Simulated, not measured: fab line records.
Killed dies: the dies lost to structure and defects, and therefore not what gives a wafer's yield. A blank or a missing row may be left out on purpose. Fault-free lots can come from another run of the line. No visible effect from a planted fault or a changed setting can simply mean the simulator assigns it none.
Which tool did it?    flow sfqLine    15 lots with 45 wafers sampled at 6 steps, on a route of 325 steps

## WHAT THE GAUGES SHOWED, per wafer
SFQ_M8_RS_MEAS_949: measures by four-point-probe.
lot   measured      on            M8_AU_RS (ohm/sq)
L608  day 86 04:05  filmMetro-01  0.1548 0.1545 0.1538
L610  day 86 07:44  filmMetro-04  0.1506 0.1518 0.1514
L612  day 86 12:31  filmMetro-01  0.1552 0.1521 0.1545
L613  day 86 17:25  filmMetro-03  0.1540 0.1523 0.1509
L614  day 86 18:46  filmMetro-01  0.1529 0.1527 0.1527
L616  day 87 02:11  filmMetro-03  0.1534 0.1539 0.1524
L617  day 87 04:24  filmMetro-01  0.1564 0.1528 0.1560
L618  day 87 13:59  filmMetro-01  0.1539 0.1537 0.1549
L619  day 87 16:28  filmMetro-04  0.1527 0.1526 0.1510
L620  day 87 19:00  filmMetro-03  0.1517 0.1517 0.1537
L621  day 88 06:31  filmMetro-04  0.1551 0.1532 0.1523
L622  day 91 10:57  filmMetro-03  0.1557 0.1542 0.1562
L623  day 91 18:10  filmMetro-03  0.1526 0.1547 0.1524
L630  day 94 23:12  filmMetro-04  0.1501 0.1526 0.1537
L631  day 95 00:24  filmMetro-04  0.1527 0.1543 0.1511

## WHICH TOOL RAN EACH LOT (tool, then ch and the chambers of the sampled wafers, then the start)
lot   SFQ_TRILAYER_I3_CMP_CMP_082    SFQ_TRILAYER_I3_METRO_MEASURE_083  SFQ_TRILAYER_I3_VIA_ETCH_VIA_ETCH_088  SFQ_TRILAYER_M6_DEP_SPUTTER_157  SFQ_TRILAYER_M7_DEP_SPUTTER_175
L608  cmp-01 ch 0,1, day 35 10:28    filmMetro-01, day 35 13:35         rieDiel-04 ch 1,2,3, day 40 23:42      pvdSputter-05, day 68 11:36      pvdSputter-06, day 77 11:47
L610  cmp-02 ch 0,1, day 37 01:08    filmMetro-02, day 37 04:39         rieDiel-03 ch 0,2,3, day 42 17:16      pvdSputter-05, day 70 06:12      pvdSputter-06, day 77 14:16
L612  cmp-02 ch 0,2,3, day 37 16:05  filmMetro-01, day 37 18:24         rieDiel-01 ch 0,2, day 43 19:40        pvdSputter-05, day 70 14:43      pvdSputter-06, day 77 16:35
L613  cmp-01 ch 0,1,2, day 38 14:34  filmMetro-03, day 38 17:41         rieDiel-01 ch 0,1,2, day 44 17:24      pvdSputter-03, day 70 15:55      pvdSputter-05, day 77 17:37
L614  cmp-01 ch 0,1,2, day 39 02:34  filmMetro-01, day 39 05:53         rieDiel-04 ch 0,2,3, day 45 09:07      pvdSputter-06, day 70 17:07      pvdSputter-05, day 77 18:49
L616  cmp-02 ch 0,3, day 39 21:12    filmMetro-03, day 40 00:19         rieDiel-01 ch 0,3, day 46 05:45        pvdSputter-03, day 70 20:31      pvdSputter-05, day 77 21:13
L617  cmp-02 ch 1,2,3, day 40 01:42  filmMetro-03, day 40 03:31         rieDiel-04 ch 2,3, day 46 09:21        pvdSputter-06, day 72 07:19      pvdSputter-06, day 81 05:14
L618  cmp-02 ch 2,3, day 40 10:12    filmMetro-02, day 40 12:49         rieDiel-03 ch 1,2, day 46 17:45        pvdSputter-03, day 72 22:42      pvdSputter-04, day 82 12:35
L619  cmp-02 ch 1,2,3, day 41 04:12  filmMetro-03, day 41 07:01         rieDiel-03 ch 0,1,3, day 47 09:28      pvdSputter-06, day 73 02:10      pvdSputter-06, day 82 16:11
L620  cmp-02 ch 0,2,3, day 41 13:17  filmMetro-02, day 41 15:06         rieDiel-04 ch 0,3, day 47 13:04        pvdSputter-03, day 73 04:35      pvdSputter-05, day 82 18:35
L621  cmp-02 ch 0,3, day 41 17:47    filmMetro-02, day 41 20:54         rieDiel-04 ch 0,1,3, day 47 17:52      pvdSputter-05, day 73 06:58      pvdSputter-04, day 82 22:11
L622  cmp-02 ch 0,1,3, day 42 15:47  filmMetro-02, day 42 17:54         rieDiel-03 ch 2,3, day 48 13:12        pvdSputter-06, day 73 10:38      pvdSputter-06, day 83 01:47
L623  cmp-02 ch 0,1,3, day 42 18:17  filmMetro-03, day 42 21:06         rieDiel-04 ch 1,2,3, day 48 15:36      pvdSputter-03, day 74 06:22      pvdSputter-04, day 83 09:07
L630  cmp-01 ch 0,1,2, day 44 22:36  filmMetro-03, day 45 01:13         rieDiel-04 ch 1,2,3, day 50 22:48      pvdSputter-05, day 78 19:26      pvdSputter-05, day 87 22:26
L631  cmp-02 ch 0,1,2, day 44 23:47  filmMetro-02, day 45 02:54         rieDiel-03 ch 0,1,2, day 51 01:12      pvdSputter-06, day 78 21:50      pvdSputter-04, day 88 03:09
- SFQ_TRILAYER_I3_CMP_CMP_082: polishes SiO2.
- SFQ_TRILAYER_I3_METRO_MEASURE_083
- SFQ_TRILAYER_I3_VIA_ETCH_VIA_ETCH_088: etches SiO2 in CHF3, stops on Nb, target depth 260 nm.
- SFQ_TRILAYER_M6_DEP_SPUTTER_157: material Nb, target thk 200 nm, time 133.3 s.
- SFQ_TRILAYER_M7_DEP_SPUTTER_175: material Nb, target thk 200 nm, time 133.3 s.

## AS READ BY THE TOOLS THEMSELVES (means over the sampled wafers that have a number; for cases with no such wafer, the mark the record gives instead)
SFQ_TRILAYER_I3_CMP_CMP_082.
lot   tool    motorCurrentA (A)  timeToEndpointS (s)
L608  cmp-01  11.0               226
L610  cmp-02  9.8                208
L612  cmp-02  10.4               204
L613  cmp-01  10.5               211
L614  cmp-01  10.9               217
L616  cmp-02  10.8               201
L617  cmp-02  9.9                212
L618  cmp-02  9.8                207
L619  cmp-02  9.7                212
L620  cmp-02  9.9                233
L621  cmp-02  11.1               230
L622  cmp-02  10.4               238
L623  cmp-02  10.2               202
L630  cmp-01  10.3               203
L631  cmp-02  10.0               200

SFQ_TRILAYER_I3_METRO_MEASURE_083.
lot   tool          thkNm (nm)
L608  filmMetro-01  200.7
L610  filmMetro-02  199.8
L612  filmMetro-01  198.8
L613  filmMetro-03  200.1
L614  filmMetro-01  199.6
L616  filmMetro-03  196.4
L617  filmMetro-03  199.1
L618  filmMetro-02  198.6
L619  filmMetro-03  199.1
L620  filmMetro-02  232.8
L621  filmMetro-02  233.1
L622  filmMetro-02  232.8
L623  filmMetro-03  198.2
L630  filmMetro-03  199.1
L631  filmMetro-02  198.6

SFQ_TRILAYER_I3_VIA_ETCH_VIA_ETCH_088.
lot   tool        chamberPressureMTorr (mTorr)  drypumpMotorCurrentA (A)  oesProductAu (a.u.)
L608  rieDiel-04  29.982                        5.8                       0.852
L610  rieDiel-03  30.012                        5.6                       0.860
L612  rieDiel-01  30.008                        5.2                       0.857
L613  rieDiel-01  30.007                        5.1                       0.854
L614  rieDiel-04  30.027                        5.6                       0.856
L616  rieDiel-01  29.990                        5.6                       0.842
L617  rieDiel-04  30.011                        6.0                       0.852
L618  rieDiel-03  29.977                        5.8                       0.851
L619  rieDiel-03  29.993                        5.7                       0.851
L620  rieDiel-04  30.011                        5.9                       0.905
L621  rieDiel-04  30.016                        5.6                       0.901
L622  rieDiel-03  30.002                        5.2                       0.908
L623  rieDiel-04  29.995                        5.8                       0.849
L630  rieDiel-04  30.009                        5.8                       0.853
L631  rieDiel-03  29.992                        5.9                       0.853

SFQ_TRILAYER_M6_DEP_SPUTTER_157.
lot   tool           substrateTempC (C)  throttleValvePct (%)
L608  pvdSputter-05  19.93               28.2
L610  pvdSputter-05  19.99               27.8
L612  pvdSputter-05  20.03               28.0
L613  pvdSputter-03  20.05               30.6
L614  pvdSputter-06  20.18               29.9
L616  pvdSputter-03  20.06               29.7
L617  pvdSputter-06  19.89               29.5
L618  pvdSputter-03  19.94               29.6
L619  pvdSputter-06  19.96               29.6
L620  pvdSputter-03  20.10               31.0
L621  pvdSputter-05  19.94               28.2
L622  pvdSputter-06  20.09               30.1
L623  pvdSputter-03  19.89               30.7
L630  pvdSputter-05  20.02               27.8
L631  pvdSputter-06  19.92               29.9

SFQ_TRILAYER_M7_DEP_SPUTTER_175.
lot   tool           substrateTempC (C)  throttleValvePct (%)
L608  pvdSputter-06  19.98               29.7
L610  pvdSputter-06  19.96               30.2
L612  pvdSputter-06  19.93               29.9
L613  pvdSputter-05  19.97               28.4
L614  pvdSputter-05  20.06               27.9
L616  pvdSputter-05  20.01               28.4
L617  pvdSputter-06  19.94               29.9
L618  pvdSputter-04  19.94               29.8
L619  pvdSputter-06  19.99               29.9
L620  pvdSputter-05  19.95               27.8
L621  pvdSputter-04  19.93               29.9
L622  pvdSputter-06  20.03               30.0
L623  pvdSputter-04  20.05               29.8
L630  pvdSputter-05  20.04               28.3
L631  pvdSputter-04  19.98               29.6

## THE ANSWER, worked out from the rows above alone
Rule: the usual values come from the lots themselves. Put in order of their means at a reading, lots are off if they are a third of the lots or fewer, leave a main group of 4 or more, and stand apart from it by a gap of 3 or more times the standard deviation of the main group's means; of several such gaps the widest counts. A main group is skipped when, at the precision printed for the reading in the tables above, its means are all equal. Also off: a lot with no number at a reading for which 4 or more lots have one. All remaining lots with rows at the step are treated as sound. The gauges are gone through in route order, then the tools' own readings, and for those a lot's mean is taken as printed above. The first step at which some lot is off is used, and at that step the reading that is off furthest; a lot without a number counts as furthest.
Off: L620, L621, L622, at SFQ_TRILAYER_I3_METRO_MEASURE_083 (thkNm). The main group: mean 199.0 nm, standard deviation 1.
If a tool, at that step or one of the process steps before it, ran each lot that is off and ran no sound lot following the first of them, it fits. No candidate that was tried fits.

## WHAT HAD BEEN PUT IN BY THE SIMULATOR
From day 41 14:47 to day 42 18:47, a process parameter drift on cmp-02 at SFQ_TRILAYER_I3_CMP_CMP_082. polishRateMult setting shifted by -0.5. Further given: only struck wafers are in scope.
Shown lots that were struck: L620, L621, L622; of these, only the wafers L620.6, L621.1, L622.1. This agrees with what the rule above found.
